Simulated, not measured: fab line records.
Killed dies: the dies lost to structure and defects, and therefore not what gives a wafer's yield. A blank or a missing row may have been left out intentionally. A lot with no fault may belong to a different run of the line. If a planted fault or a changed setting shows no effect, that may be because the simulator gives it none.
Comparing a struck lot with a sound one | flow sky130 | 21 out of 708 route steps
Sound: the wafers L184.4, L184.5, L184.6. Wafers L175.3, L175.4, L175.6 were the ones struck. The cause comes at the end.
Per side, at each step with rows, come the tool, then ch with its chambers, and then its first start. Under that, the readings that differ: sound wafers | struck wafers | difference of the means | sigmas: that difference in standard deviations of wafers without a fault.
alike: readings whose means differ by less than 2 such deviations, and words and numbers that are the same on both sides. not compared: withheld readings, readings that some wafer has no value for, bounds like >300 that may hide the same value, and numbers for which the record gives no deviation and whose values overlap.
The two part at a step that has a row with sigmas, a row that says differs or no value, or rows on one side only. Non-overlapping numbers with no deviation appear without sigmas and do not part them. A reading missing from all wafers of one side parts the sides only when that side holds two or more wafers.

first, 5 steps without rows for these wafers: SKY_SD_P_COAT_02 (resist thk 1140 nm); SKY_SD_P_SOFTBAKE_03 (time 60 s); SKY_SD_P_EXPOSE_04 (exposes mask PSDM, target cd 380 nm); SKY_SD_P_PEB_05; SKY_SD_P_DEVELOP_06 (develop time 60 s).
SKY_SD_P_CD_MEAS_07: target cd 380 nm.
  struck on cd sem-01, day 28 06:28; sound on cd sem-01, day 31 00:00
  alike: cd nm
SKY_SD_P_OVL_MEAS_08:
  struck on overlay-01, day 28 06:33; sound on overlay-01, day 31 00:05
  alike: SD_P_OVL
then, 1 step without rows for these wafers: SKY_SD_P_IMPLANT_09.
SKY_SD_P_STRIP_10: strips in O2/N2.
  sound on plasma asher-04 ch 0,1, day 31 00:17; struck on plasma asher-01 ch 0,1, day 28 06:46
  alike: chamber pressure mTorr, drypump motor current A, oes product au, strip time to endpoint s
  not compared: rf hours counter h
SKY_SD_P_TW_MEAS_11:
  struck on film metro-01, day 28 06:51; sound on film metro-02, day 31 00:23
  alike: SD_P_TW
then, 2 steps without rows for these wafers: SKY_RES_XHIGH_DEHYDRATE_00 (time 60 s); SKY_RES_XHIGH_HMDS_01 (prime time 60 s).
SKY_RES_XHIGH_COAT_02: resist thk 1140 nm.
  sound on litho track-03 ch 0, day 31 14:04; struck on litho track-02 ch 0, day 28 20:16
  reading                                        | sound                | struck               | difference | sigmas
  spin speed rpm (rpm)                           | 3004.7 2999.0 2998.2 | 3061.3 3062.1 3064.5 | +62.0      | +33
  model.NOVOLAK_of_RES_XHIGH_COAT_02.thk nm (nm) | 1138 1136 1141       | 1128 1132 1130       | -8         |
then, 3 steps without rows for these wafers: SKY_RES_XHIGH_SOFTBAKE_03 (time 60 s); SKY_RES_XHIGH_EXPOSE_04 (exposes mask URPM, target cd 1270 nm); SKY_RES_XHIGH_PEB_05.
SKY_RES_XHIGH_DEVELOP_06: develop time 60 s.
  sound on litho track-04 ch 0, day 32 03:49; struck on litho track-03 ch 0, day 29 10:41
  reading                                        | sound          | struck         | difference | sigmas
  model.NOVOLAK_of_RES_XHIGH_COAT_02.thk nm (nm) | 1137 1136 1140 | 1128 1132 1129 | -8         |
  alike: developer temp C
then, 1 step without rows for these wafers: SKY_RES_XHIGH_IMPLANT_07.
SKY_RES_XHIGH_STRIP_08: strips in O2/N2.
  sound on plasma asher-04 ch 0,1, day 32 04:05; struck on plasma asher-04 ch 0,1, day 29 10:58
  reading                      | sound             | struck            | difference | sigmas
  strip time to endpoint s (s) | 14.25 14.22 14.27 | 14.11 14.19 14.14 | -0.10      | -3
  alike: chamber pressure mTorr, drypump motor current A, oes product au
  not compared: rf hours counter h
SKY_RES_XHIGH_TW_MEAS_09:
  struck on film metro-01, day 29 11:04; sound on film metro-02, day 32 04:11
  alike: RES_XHIGH_TW
-- a jump in the record: the struck wafers' starts before and after are 18 days apart (it breaks off in module RES_XHIGH and resumes in module PAD_OPEN, where the first step shown is number 708 of the route) --
SKY_PAD_OPEN_PROBE_99:
  struck on prober-01, day 47 19:49; sound on prober-02, day 49 15:22
  alike: killed_at_M0_to_M3, killed_at_M4_up, killed at contacts, killed at front end, killed at other, killed dies, killed on rim, killed open, killed short

## WHERE THEY PART
First at SKY_RES_XHIGH_COAT_02; last, within this record, at SKY_RES_XHIGH_STRIP_08. Later steps at which nothing parts them and some readings are alike: SKY_RES_XHIGH_TW_MEAS_09, SKY_PAD_OPEN_PROBE_99.

WHY: what had been put in by the simulator
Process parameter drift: litho track-02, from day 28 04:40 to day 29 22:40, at SKY_RES_XHIGH_COAT_02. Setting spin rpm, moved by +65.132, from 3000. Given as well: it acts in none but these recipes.
